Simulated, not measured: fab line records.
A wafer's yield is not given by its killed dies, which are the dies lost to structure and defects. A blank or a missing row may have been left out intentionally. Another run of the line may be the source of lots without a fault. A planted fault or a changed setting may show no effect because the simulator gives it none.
A struck lot beside a sound one | flow sfqLine | 20 steps out of a route of 325
Sound: the wafers L440.4, L440.5, L440.6. Wafers struck: L454.1, L454.4, L454.6. At the end, the cause is stated.
Per side, at each step with rows, come the tool, then ch with its chambers, and then its first start. Under that, the readings that differ: sound wafers | struck wafers | difference of the means | sigmas: that difference in standard deviations of wafers without a fault.
alike: a reading whose means differ by less than 2 such deviations, as well as words and numbers matching on both sides. not compared: withheld readings; readings where some wafer has no value; bounds like >300 that might hide an equal value; numbers whose values overlap and for which the record gives no deviation.
The two part at a step that has a row with sigmas, a row that says differs or no value, or rows on one side only. Numbers that have no deviation but don't overlap get no sigmas and don't part them. Lack of a reading on every wafer of one side parts them only where that side has two or more wafers.

first, 2 steps without rows for these wafers: SFQ_TRILAYER_I1_VIA_LITHO_PEB_052 (peb time 60 s); SFQ_TRILAYER_I1_VIA_LITHO_DEVELOP_051 (time 60 s).
SFQ_I1_OVL_MEAS_913:
  struck on overlay-02, day 29 22:01; sound on overlay-02, day 21 15:18
  alike: I1_OVL
SFQ_TRILAYER_I1_VIA_BARC_OPEN_VIA_ETCH_071: etches BARC in O2, target depth 125 nm, time 41.7 s.
  sound on rieDiel-02 ch 0,1,2, day 21 15:20; struck on rieDiel-02 ch 0,1, day 29 22:04
  alike: drypumpMotorCurrentA, oesProductAu
  not compared: rfHoursCounterH
SFQ_TRILAYER_I1_VIA_ETCH_VIA_ETCH_052: etches SiO2 in CHF3, stops on Nb, target depth 260 nm.
  sound on rieDiel-02 ch 0,1,2, day 21 15:25; struck on rieDiel-02 ch 0,1, day 29 22:06
  alike: drypumpMotorCurrentA, oesProductAu
SFQ_TRILAYER_I1_VIA_STRIP_STRIP_053: strips in O2.
  sound on rieMetal-04 ch 0,1, day 21 15:40; struck on rieMetal-02 ch 0,1, day 29 22:13
reading             | sound             | struck            | difference | sigmas
oesProductAu (a.u.) | 1.011 1.015 1.006 | 0.994 0.995 0.990 | -0.018     | -2
  alike: drypumpMotorCurrentA
  not compared: rfHoursCounterH
then, 2 steps without rows for these wafers: SFQ_TRILAYER_I1_VIA_STRIP_SOLV_CLEAN_054 (cleans in NMP, time 600 s); SFQ_TRILAYER_M2_DEP_PRE_CLEAN_056 (time 22.5 s).
SFQ_TRILAYER_M2_DEP_SPUTTER_055: material Nb, target thk 200 nm, time 133.3 s.
  struck on pvdSputter-04, day 29 23:01; sound on pvdSputter-03, day 21 16:16
  alike: throttleValvePct
SFQ_M2_RS_MEAS_914: measurement is done with a four-point probe.
  struck on filmMetro-01, day 29 23:07; sound on filmMetro-03, day 21 16:25
  alike: M2_NB_RS
then, 1 step without rows for these wafers: SFQ_TRILAYER_M2_LITHO_COAT_062 (resist thk 62 nm).
SFQ_TRILAYER_M2_LITHO_COAT_057: resist thk 600 nm.
  sound on lithoTrack-04 ch 0, day 21 16:59; struck on lithoTrack-04 ch 0, day 29 23:35
reading                                            | sound             | struck          | difference | sigmas
model.KrF_of_TRILAYER_M2_LITHO_COAT_057.thkNm (nm) | 599.5 599.6 599.4 | 591.9 593 592.3 | -7.1       | 
then, 4 steps without rows for these wafers: SFQ_TRILAYER_M2_LITHO_SOFTBAKE_061; SFQ_TRILAYER_M2_LITHO_EXPOSE_058 (exposes mask M2, target cd 500 nm); SFQ_TRILAYER_M2_LITHO_PEB_060 (peb time 60 s); SFQ_TRILAYER_M2_LITHO_DEVELOP_059 (time 60 s).
SFQ_M2_OVL_MEAS_916:
  struck on overlay-01, day 30 04:21; sound on overlay-02, day 22 05:55
  alike: M2_OVL
SFQ_TRILAYER_M2_BARC_OPEN_METAL_ETCH_077: etches BARC in O2, target depth 125 nm, time 41.7 s.
  sound on rieMetal-04 ch 0,1, day 22 05:58; struck on rieMetal-03 ch 0,1, day 30 04:23
  alike: drypumpMotorCurrentA, oesProductAu
  not compared: rfHoursCounterH
SFQ_TRILAYER_M2_ETCH_METAL_ETCH_060: etches Nb in Cl2/Ar, stops on SiO2, target depth 240 nm, time 120 s.
  sound on rieMetal-04 ch 0,1, day 22 06:04; struck on rieMetal-03 ch 0,1, day 30 04:26
reading                                            | sound             | struck            | difference | sigmas
model.KrF_of_TRILAYER_M2_LITHO_COAT_057.thkNm (nm) | 378.5 380.7 379.8 | 373.4 373.4 374.7 | -5.8       | 
  alike: drypumpMotorCurrentA, oesProductAu
  not compared: rfHoursCounterH
then, 1 step without rows for these wafers: SFQ_TRILAYER_M2_STRIP_STRIP_061 (strips in O2).

WHERE THEY PART
Only at SFQ_TRILAYER_I1_VIA_STRIP_STRIP_053, within this record. Later steps at which nothing parts them and some readings are alike: SFQ_TRILAYER_M2_DEP_SPUTTER_055, SFQ_M2_RS_MEAS_914, SFQ_M2_OVL_MEAS_916, SFQ_TRILAYER_M2_BARC_OPEN_METAL_ETCH_077, SFQ_TRILAYER_M2_ETCH_METAL_ETCH_060.

WHY: whatever the simulator had introduced
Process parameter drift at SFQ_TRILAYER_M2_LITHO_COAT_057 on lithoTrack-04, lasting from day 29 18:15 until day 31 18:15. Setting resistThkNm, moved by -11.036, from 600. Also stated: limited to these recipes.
